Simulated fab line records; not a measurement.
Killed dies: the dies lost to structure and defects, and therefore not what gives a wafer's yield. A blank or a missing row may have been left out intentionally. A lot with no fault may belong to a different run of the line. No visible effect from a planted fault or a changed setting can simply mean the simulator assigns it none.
Struck lot and sound lot, side by side + flow sky130 + 15 out of 708 route steps
Sound: wafers L499.1, L499.4, L499.6. Wafers struck: L509.1, L509.2, L509.4. The cause comes at the end.
Each step with rows lists, per side, the tool, then ch with its chambers, then its first start. Under that, the readings that differ: sound wafers + struck wafers + difference of the means + sigmas: that difference in standard deviations of wafers without a fault.
alike: readings with means less than 2 such deviations apart, plus words and numbers identical on both sides. not compared: withheld readings, readings lacking a value on some wafer, bounds such as >300 that could conceal the same value, and numbers that have no deviation in the record and whose values overlap.
A row with sigmas, a row that says differs or no value, or rows on one side alone: a step with any of these is where the two part. When numbers do not overlap yet have no deviation, they are printed without sigmas and do not part them. A reading missing from all wafers of one side parts the sides only when that side holds two or more wafers.

first, 7 steps without rows for these wafers: SKY_VIA1_HMDS_05 (prime time 60 s); SKY_VIA1_COAT_06 (resist thk 60 nm); SKY_VIA1_COAT_07 (resist thk 450 nm); SKY_VIA1_SOFTBAKE_08 (time 90 s); SKY_VIA1_EXPOSE_09 (exposes mask VIM, target cd 150 nm); SKY_VIA1_PEB_10; SKY_VIA1_DEVELOP_11 (develop time 60 s).
SKY_VIA1_CD_MEAS_12 targets a cd of 150 nm.
  sound on cd sem-02, day 36 11:33; struck on cd sem-01, day 39 20:31
  alike: cd nm
SKY_VIA1_OVL_MEAS_13:
  sound on overlay-02, day 36 11:40; struck on overlay-01, day 39 20:38
  alike: VIA1_OVL
SKY_VIA1_ETCH_14: etches BARC in N2/H2, stops on SiO2, time 45.9 s, target depth 60 nm.
  sound on rie diel-01 ch 1,3, day 36 11:43; struck on rie diel-03 ch 0,1,3, day 39 20:40
  alike: drypump motor current A, oes product au, throttle valve pct
  not compared: rf hours counter h
SKY_VIA1_ETCH_15: etches SiO2 in C4F8/O2/Ar, stops on TiN, target depth 351 nm, time 54 s.
  sound on rie diel-01 ch 1,3, day 36 11:45; struck on rie diel-03 ch 0,1,3, day 39 20:43
  alike: oes product au
  not compared: rf hours counter h
SKY_VIA1_STRIP_16: strips in O2/N2.
  sound on plasma asher-03 ch 0,1, day 36 11:48; struck on plasma asher-01 ch 0,1, day 39 20:46
  alike: chamber pressure mTorr, drypump motor current A, oes product au, strip time to endpoint s
  not compared: rf hours counter h
SKY_VIA1_STRIP_17: strips in post etch residue remover, time 1200 s.
  sound on wet bench-04 ch 0, day 36 11:54; struck on wet bench-03 ch 1, day 39 20:52
  no value came back on the struck wafers for bath guard temp C (C), bath heat duty pct (%), time s (s); on the sound wafers bath guard temp C (C) reads 72.7 72.8 72.7
then, 1 step without rows for these wafers: SKY_VIA1_CLEAN_18 (cleans in IPA, time 180 s).
-- the record jumps here: 10 days lie between the struck wafers' starts before and after (it left off in module VIA1 and takes up again in module PAD_OPEN, whose first step shown is number 708 of the route) --
SKY_PAD_OPEN_PROBE_99:
  sound on prober-02, day 47 18:45; struck on prober-01, day 50 05:07
| reading                       | sound             | struck            | difference | sigmas |
|-------------------------------|-------------------|-------------------|------------|--------|
| model.etest.via1 chain.rc ohm | 15.45 16.29 17.05 | 21.52 21.41 21.76 | +5.30      |        |

WHERE THEY PART
Only at SKY_VIA1_STRIP_17, within this record.

WHY: whatever the simulator had introduced
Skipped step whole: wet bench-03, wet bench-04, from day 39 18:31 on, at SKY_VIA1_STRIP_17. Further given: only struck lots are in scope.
